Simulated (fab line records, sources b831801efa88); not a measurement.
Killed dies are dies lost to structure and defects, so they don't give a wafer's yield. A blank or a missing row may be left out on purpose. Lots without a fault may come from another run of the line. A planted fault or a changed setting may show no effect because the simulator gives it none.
fab line records | flow gf180mcu
record lots=13 wafers=39 last_day=35
route steps=602 shown HV_LDD@197 CONTACT@301 M1@315
lots that met no fault: from a run of the same line without faults
start_h: hours from the record's first day to the start of the lot's first wafer shown | wait_h: hours since the lot's step before | " the same as in the row above | L1.1+2: a row that stands for several wafers | - no value, or no start given | * or withheld: withheld | < > ~ a bound
route shown NAME@n: a module of which the file shows steps, and the number in the route of the first | usual: mean/standard deviation of fault-free wafers | same: alike in all rows | chamber/n: place in a boat | sites: the reading at each site | _std_site: their standard deviation | _edge_site: outer sites' mean less inner sites' | radius_mm: how far each site lies from the wafer's centre | mask NAME#n: copy n | behind: the tool/chamber that last shaped the wafer | hold: why the lot was held/for how many hours/how that ended | device: the transistor (n, p or np) that didn't switch | end of line: the same wafers' tests at the end of the route | a step without rows: its recipe alone | killed: dies lost to structure and defects at the first sort, not the wafer's yield | map: a wafer's dies, x killed, . not, _ none there
set.NAME: the setting as run; set.NAME@STEP: as run at that earlier step | model.NAME: the simulator's own value behind a step, which no gauge read
steps of the route over a sample of lots; a table a step, a row a wafer
services: from which hour (start_h, from the record's first day; less than 0 if before it) a tool's chamber was out of use, for how many hours, and why
## steps
# step GF_HV_LDD_IMPLANT_21
# recipe species=BF2 energy_kev=25 dose_cm2=5e+13 tilt_deg=7
# usual beam_on_s=10.02/0.19 dose_ions_cm2=4.999e+13/6.3e+10 faraday_current_uA=281/5.2
# same implant_ion_amu=49
# columns lot.wafer tool chamber start_h wait_h beam_on_s dose_ions_cm2 faraday_current_uA
L585.1 implanter-01 0 234.00 0.0 10.11 5.003e+13 278
L585.3 " 0 " " 10.28 5.011e+13 275
L585.4 " 0 " " 10.24 5e+13 275
L586.2 implanter-03 0 243.54 0.0 9.97 4.993e+13 283
L586.4 " 0 " " 10.16 4.998e+13 277
L586.6 " 0 " " 9.96 4.999e+13 283
L587.2 implanter-02 0 254.75 0.0 9.99 4.997e+13 283
L587.4 " 0 " " 9.79 5.004e+13 286
L587.6 " 0 " " 10.12 5.002e+13 278
L588.2 implanter-02 0 264.19 0.0 10.04 4.994e+13 281
L588.3 " 0 " " 9.94 4.997e+13 283
L588.6 " 0 " " 10.09 5e+13 278
L589.1 implanter-02 0 269.10 0.0 10.01 4.989e+13 282
L589.2 " 0 " " 9.82 4.997e+13 287
L589.4 " 0 " " 9.96 4.996e+13 282
L596.3 implanter-01 0 322.87 0.1 10.13 5.361e+13 299
L596.5 " 0 " " 10.07 5.369e+13 303
L596.6 " 0 " " 10.18 5.375e+13 298
L598.1 implanter-01 0 335.97 0.0 9.77 5.374e+13 309
L598.5 " 0 " " 9.85 5.371e+13 308
L598.6 " 0 " " 9.97 5.375e+13 303
L599.3 implanter-03 0 345.10 0.1 10.31 4.996e+13 273
L599.5 " 0 " " 10.39 5.004e+13 271
L599.6 " 0 " " 9.74 5e+13 288
L600.2 implanter-02 0 358.68 0.0 9.94 5.005e+13 284
L600.5 " 0 " " 10.02 4.997e+13 281
L600.6 " 0 " " 10.22 4.999e+13 277
L603.1 implanter-03 0 378.60 0.0 9.72 4.994e+13 289
L603.2 " 0 " " 9.88 4.994e+13 285
L603.4 " 0 " " 10.12 4.994e+13 279
L604.1 implanter-02 0 391.42 0.0 10.21 5.003e+13 275
L604.2 " 0 " " 10.16 4.993e+13 277
L604.5 " 0 " " 10.20 4.997e+13 277
L607.1 implanter-03 0 404.17 0.0 9.98 4.992e+13 281
L607.4 " 0 " " 10.23 4.999e+13 274
L607.6 " 0 " " 10.06 5.001e+13 280
L608.3 implanter-03 0 419.32 0.1 9.82 4.991e+13 286
L608.5 " 0 " " 10.53 4.994e+13 268
L608.6 " 0 " " 10.05 5e+13 282
# step GF_HV_LDD_TW_MEAS_23
# usual HV_LDD_2_TW=1054/9.8
# columns lot.wafer tool chamber start_h wait_h HV_LDD_2_TW
L585.1 film_metro-01 - 234.25 0.1 1064
L585.3 " - " " 1062
L585.4 " - " " 1066
L586.2 film_metro-01 - 243.78 0.1 1057
L586.4 " - " " 1054
L586.6 " - " " 1057
L587.2 film_metro-04 - 254.98 0.1 1035
L587.4 " - " " 1038
L587.6 " - " " 1037
L588.2 film_metro-02 - 264.43 0.1 1066
L588.3 " - " " 1065
L588.6 " - " " 1066
L589.1 film_metro-02 - 269.35 0.1 1061
L589.2 " - " " 1067
L589.4 " - " " 1061
L596.3 film_metro-01 - 323.09 0.1 1084
L596.5 " - " " 1085
L596.6 " - " " 1079
L598.1 film_metro-02 - 336.22 0.1 1083
L598.5 " - " " 1084
L598.6 " - " " 1085
L599.3 film_metro-04 - 345.32 0.1 1039
L599.5 " - " " 1044
L599.6 " - " " 1042
L600.2 film_metro-04 - 358.91 0.1 1043
L600.5 " - " " 1040
L600.6 " - " " 1043
L603.1 film_metro-02 - 378.85 0.1 1064
L603.2 " - " " 1061
L603.4 " - " " 1067
L604.1 film_metro-04 - 391.67 0.1 1039
L604.2 " - " " 1044
L604.5 " - " " 1039
L607.1 film_metro-02 - 404.42 0.1 1052
L607.4 " - " " 1055
L607.6 " - " " 1056
L608.3 film_metro-02 - 419.54 0.1 1061
L608.5 " - " " 1058
L608.6 " - " " 1063
# step GF_HV_LDD_TW_MEAS_50
# usual HV_LDD_4_TW=568/5.4
# columns lot.wafer tool chamber start_h wait_h HV_LDD_4_TW
L585.1 film_metro-02 - 272.32 0.1 575
L585.3 " - " " 576
L585.4 " - " " 576
L586.2 film_metro-04 - 282.68 0.1 564
L586.4 " - " " 561
L586.6 " - " " 562
L587.2 film_metro-04 - 295.15 0.1 564
L587.4 " - " " 566
L587.6 " - " " 561
L588.2 film_metro-02 - 303.97 0.2 573
L588.3 " - " " 570
L588.6 " - " " 574
L589.1 film_metro-02 - 310.32 0.1 572
L589.2 " - " " 573
L589.4 " - " " 574
L596.3 film_metro-04 - 368.24 0.1 561
L596.5 " - " " 563
L596.6 " - " " 564
L598.1 film_metro-04 - 381.42 0.1 564
L598.5 " - " " 564
L598.6 " - " " 564
L599.3 film_metro-02 - 390.77 0.1 570
L599.5 " - " " 565
L599.6 " - " " 569
L600.2 film_metro-04 - 405.38 0.1 565
L600.5 " - " " 565
L600.6 " - " " 565
L603.1 film_metro-04 - 426.17 0.1 564
L603.2 " - " " 564
L603.4 " - " " 563
L604.1 film_metro-04 - 439.07 0.1 559
L604.2 " - " " 558
L604.5 " - " " 559
L607.1 film_metro-02 - 452.52 0.1 571
L607.4 " - " " 572
L607.6 " - " " 576
L608.3 film_metro-04 - 468.24 0.1 564
L608.5 " - " " 565
L608.6 " - " " 563
# step GF_CONTACT_CD_MEAS_14
# recipe target_cd_nm=220
# usual cd_nm=219.8/1.3
# columns lot.wafer tool chamber start_h wait_h cd_nm
L585.1 cd_sem-01 - 362.36 0.1 217.2
L585.3 " - " " 218.1
L585.4 " - " " 219.0
L586.2 cd_sem-01 - 372.07 0.1 218.2
L586.4 " - " " 219.0
L586.6 " - " " 218.1
L587.2 cd_sem-01 - 388.53 0.1 217.6
L587.4 " - " " 219.4
L587.6 " - " " 218.9
L588.2 cd_sem-02 - 399.53 0.1 217.6
L588.3 " - " " 218.2
L588.6 " - " " 216.9
L589.1 cd_sem-01 - 407.41 0.2 218.6
L589.2 " - " " 218.8
L589.4 " - " " 219.5
L596.3 cd_sem-02 - 468.20 0.1 222.0
L596.5 " - " " 221.5
L596.6 " - " " 220.9
L598.1 cd_sem-02 - 480.59 0.1 219.5
L598.5 " - " " 220.6
L598.6 " - " " 218.4
L599.3 cd_sem-02 - 491.10 0.1 219.0
L599.5 " - " " 219.6
L599.6 " - " " 219.6
L600.2 cd_sem-02 - 505.48 0.1 217.6
L600.5 " - " " 219.8
L600.6 " - " " 219.4
L603.1 cd_sem-02 - 527.01 0.1 219.4
L603.2 " - " " 218.8
L603.4 " - " " 219.9
L604.1 cd_sem-01 - 541.11 0.1 219.7
L604.2 " - " " 219.6
L604.5 " - " " 219.1
L607.1 cd_sem-01 - 552.11 0.1 221.7
L607.4 " - " " 221.0
L607.6 " - " " 221.3
L608.3 cd_sem-01 - 571.18 0.1 220.2
L608.5 " - " " 220.4
L608.6 " - " " 220.9
# step GF_M1_SPUTTER_00
# recipe material=Ti target_thk_nm=37.5 arriving_ion_energy_ev=80 substrate_temp_c=200 chamber_pressure_pa=2 power_w=4000 time_s=150
# usual throttle_valve_pct=29.8/0.72
# columns lot.wafer tool chamber start_h wait_h throttle_valve_pct
L585.1 pvd_sputter-02 - 363.69 0.1 28.9
L585.3 " - " " 30.5
L585.4 " - " " 30.5
L586.2 pvd_sputter-02 - 373.45 0.2 30.6
L586.4 " - " " 28.9
L586.6 " - " " 30.6
L587.2 pvd_sputter-02 - 389.81 0.1 30.6
L587.4 " - " " 29.7
L587.6 " - " " 28.6
L588.2 pvd_sputter-01 - 400.94 0.2 30.8
L588.3 " - " " 29.4
L588.6 " - " " 29.4
L589.1 pvd_sputter-01 - 408.71 0.1 29.3
L589.2 " - " " 29.0
L589.4 " - " " 29.2
L596.3 pvd_sputter-03 - 469.46 0.1 29.9
L596.5 " - " " 30.6
L596.6 " - " " 29.7
L598.1 pvd_sputter-02 - 481.89 0.2 30.3
L598.5 " - " " 28.8
L598.6 " - " " 30.3
L599.3 pvd_sputter-01 - 492.37 0.2 29.4
L599.5 " - " " 29.4
L599.6 " - " " 29.2
L600.2 pvd_sputter-01 - 506.77 0.1 29.5
L600.5 " - " " 31.0
L600.6 " - " " 29.2
L603.1 pvd_sputter-02 - 528.32 0.2 28.9
L603.2 " - " " 30.6
L603.4 " - " " 30.5
L604.1 pvd_sputter-01 - 542.42 0.1 31.0
L604.2 " - " " 29.7
L604.5 " - " " 29.6
L607.1 pvd_sputter-01 - 553.41 0.1 29.2
L607.4 " - " " 30.6
L607.6 " - " " 28.9
L608.3 pvd_sputter-02 - 575.99 0.2 29.0
L608.5 " - " " 30.3
L608.6 " - " " 30.6
## services
# columns tool chamber start_h hours kind
pvd_sputter-02 - 216.00 3.2 repair
implanter-02 - 224.84 1.6 repair
implanter-02 - 227.59 10.1 repair
pvd_sputter-02 - 243.41 7.0 repair
pvd_sputter-02 - 250.89 0.5 repair
implanter-02 - 275.57 4.9 pm
pvd_sputter-01 - 308.62 5.6 repair
implanter-01 - 310.54 2.3 repair
implanter-03 - 325.91 5.7 repair
implanter-01 - 339.14 1.2 repair
pvd_sputter-03 - 351.91 1.8 repair
implanter-01 - 353.21 2.0 repair
pvd_sputter-01 - 384.56 3.8 repair
implanter-02 - 418.71 27.7 pm
implanter-01 - 448.65 2.0 repair
pvd_sputter-01 - 449.30 4.1 repair
implanter-03 - 515.15 2.1 repair
pvd_sputter-01 - 523.61 0.9 repair
implanter-02 - 539.98 1.5 repair
implanter-01 - 545.81 3.7 repair
pvd_sputter-01 - 546.80 2.7 repair
pvd_sputter-02 - 563.62 1.8 repair
implanter-03 - 565.72 6.3 pm
implanter-03 - 575.85 1.0 repair
## key
first_sign step=GF_HV_LDD_IMPLANT_21 reading=dose_ions_cm2 direction=up sigmas=59 usual=4.999e+13 struck=5.371e+13
effect step=GF_HV_LDD_IMPLANT_21 reading=faraday_current_uA direction=up sigmas=4.2 usual=281 struck=303
effect step=GF_HV_LDD_TW_MEAS_23 reading=HV_LDD_2_TW direction=up sigmas=3 usual=1054 struck=1083
met_at GF_HV_LDD_IMPLANT_21
struck_lots L596,L598
tester_left_out L596,L598
not_acting_at GF_HV_LDD_TW_MEAS_50,GF_CONTACT_CD_MEAS_14,GF_M1_SPUTTER_00
onset_between 234.00 322.87
fault kind=process_parameter_drift tool=implanter-01 chamber=- onset_h=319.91 steps=GF_HV_LDD_IMPLANT_21 channel=dose_cm2 offset=3.7718e+12 shape=step end_h=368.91 acts_in=these_recipes_only stated=5e+13
# tester_left_out: of these lots the tester's yield and bins aren't shown, on N5 and GAA mostly nor the transistor test; their killed dies are dies lost to structure and defects alone, not to doping, threshold or leakage, so they don't give the yield
